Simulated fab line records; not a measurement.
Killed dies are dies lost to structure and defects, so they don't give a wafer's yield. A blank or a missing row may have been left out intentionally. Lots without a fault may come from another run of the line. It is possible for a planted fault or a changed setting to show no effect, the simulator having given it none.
Split-lot trial | flow sfq line | 5 lots, 27 wafers read, on a route of 325 steps

## ON THE SPLIT
At SFQ_TRILAYER_R5_DEP_SPUTTER_134 (material Ti, target thk 5 nm, time 5 s), the setting time s was moved away from the recipe's 5 s on 12 of the 27 wafers read, by -53.8% to +35.4%. The other wafers ran this setting at the recipe's value.

The reading is taken at the split's own step.

## THE READING
Ti_of_TRILAYER_R5_DEP_SPUTTER_134.thk nm (the simulator's own value, which no gauge read), in nm, at SFQ_TRILAYER_R5_DEP_SPUTTER_134 (material Ti, target thk 5 nm, time 5 s). The file gives no usual value for it. Across the 15 wafers here that went through the recipe, the average is 4.944 nm and the standard deviation 0.073 nm.

wafer  | tool, chamber at the split | time s as run, s | against the recipe | Ti_of_TRILAYER_R5_DEP_SPUTTER_134.thk nm, nm | against lot-mates on the recipe
L079.1 | pvd sputter-04, -          | 6.768            | +35.4%             | 6.813                                        | +1.789
L079.2 | pvd sputter-04, -          | 6.768            | +35.4%             | 6.863                                        | +1.839
L079.3 | pvd sputter-04, -          | 5                | recipe             | 5                                            | -
L079.4 | pvd sputter-04, -          | 6.768            | +35.4%             | 6.752                                        | +1.728
L079.5 | pvd sputter-04, -          | 5                | recipe             | 4.981                                        | -
L079.6 | pvd sputter-04, -          | 5                | recipe             | 5.092                                        | -
L080.1 | pvd sputter-03, -          | 5                | recipe             | 4.935                                        | -
L080.2 | pvd sputter-03, -          | 5                | recipe             | 4.98                                         | -
L080.3 | pvd sputter-03, -          | 5                | recipe             | 4.941                                        | -
L081.1 | pvd sputter-04, -          | 5                | recipe             | 4.958                                        | -
L081.2 | pvd sputter-04, -          | 2.309            | -53.8%             | 2.33                                         | -2.650
L081.3 | pvd sputter-04, -          | 2.309            | -53.8%             | 2.294                                        | -2.686
L081.4 | pvd sputter-04, -          | 5                | recipe             | 4.961                                        | -
L081.5 | pvd sputter-04, -          | 5                | recipe             | 5.02                                         | -
L081.6 | pvd sputter-04, -          | 2.309            | -53.8%             | 2.334                                        | -2.646
L084.1 | pvd sputter-05, -          | 5                | recipe             | 4.933                                        | -
L084.2 | pvd sputter-05, -          | 4.243            | -15.1%             | 4.129                                        | -0.770
L084.3 | pvd sputter-05, -          | 4.243            | -15.1%             | 4.159                                        | -0.740
L084.4 | pvd sputter-05, -          | 4.243            | -15.1%             | 4.183                                        | -0.716
L084.5 | pvd sputter-05, -          | 5                | recipe             | 4.909                                        | -
L084.6 | pvd sputter-05, -          | 5                | recipe             | 4.855                                        | -
L085.1 | pvd sputter-03, -          | 2.653            | -46.9%             | 2.531                                        | -2.335
L085.2 | pvd sputter-03, -          | 2.653            | -46.9%             | 2.544                                        | -2.322
L085.3 | pvd sputter-03, -          | 5                | recipe             | 4.952                                        | -
L085.4 | pvd sputter-03, -          | 5                | recipe             | 4.763                                        | -
L085.5 | pvd sputter-03, -          | 2.653            | -46.9%             | 2.456                                        | -2.410
L085.6 | pvd sputter-03, -          | 5                | recipe             | 4.883                                        | -

THE FIT
A straight line over all 27 wafers: Ti_of_TRILAYER_R5_DEP_SPUTTER_134.thk nm changes by +0.0508 nm for each +1% of time s; r = +1.00; the points scatter about the line by 0.077 nm.
The same after taking each lot's own level away (the mean of its wafers on the recipe; 27 wafers): +0.0499 nm for each +1%; r = +1.00; scatter 0.044 nm.
The reading moves by 2.7 nm for the largest change in time s, on that fit.
From 4.8660 to 5.0243 nm: that is the span of the lots' own levels, equal to 2.2 times the standard deviation above.
Consequently the slope shifts little with the lot-to-lot level, the two slopes agreeing.
Check: for one of the wafers moved furthest among these (-53.8%), held out of the fit, the line's prediction against its lot-mates is -2.69 nm. Against them it came out at -2.65 nm.

## OTHER SPLITS ON THESE WAFERS
Note: prior to the reading, these wafers also went through further splits. Each is held against what the fit with the lots' levels taken away leaves over:
other split on the same wafers                    | wafers away from the commonest value | r with Ti_of_TRILAYER_R5_DEP_SPUTTER_134.thk nm (lot level and that fit taken away)
SFQ_TRILAYER_INCOMING_OXIDATION_002 ox time s     | 6                                    | -0.05
SFQ_TRILAYER_I0_DEP_PECVD_027 time s              | 9                                    | -0.06
SFQ_TRILAYER_I1_DEP_PECVD_045 time s              | 9                                    | +0.12
SFQ_TRILAYER_I1_VIA_BARC_OPEN_VIA_ETCH_071 time s | 12                                   | +0.05
SFQ_TRILAYER_I2_VIA_BARC_OPEN_VIA_ETCH_096 time s | 9                                    | +0.18
SFQ_TRILAYER_M3_BARC_OPEN_METAL_ETCH_100 time s   | 6                                    | +0.20
SFQ_TRILAYER_M4_ETCH_METAL_ETCH_096 time s        | 9                                    | +0.07
SFQ_TRILAYER_JJ_TRILAYER_DEP_SPUTTER_109 time s   | 12                                   | +0.06

## FILE'S OWN FIT
Ti_of_TRILAYER_R5_DEP_SPUTTER_134.thk nm changes by +0.0499 nm for each +1% of time s, r = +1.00.
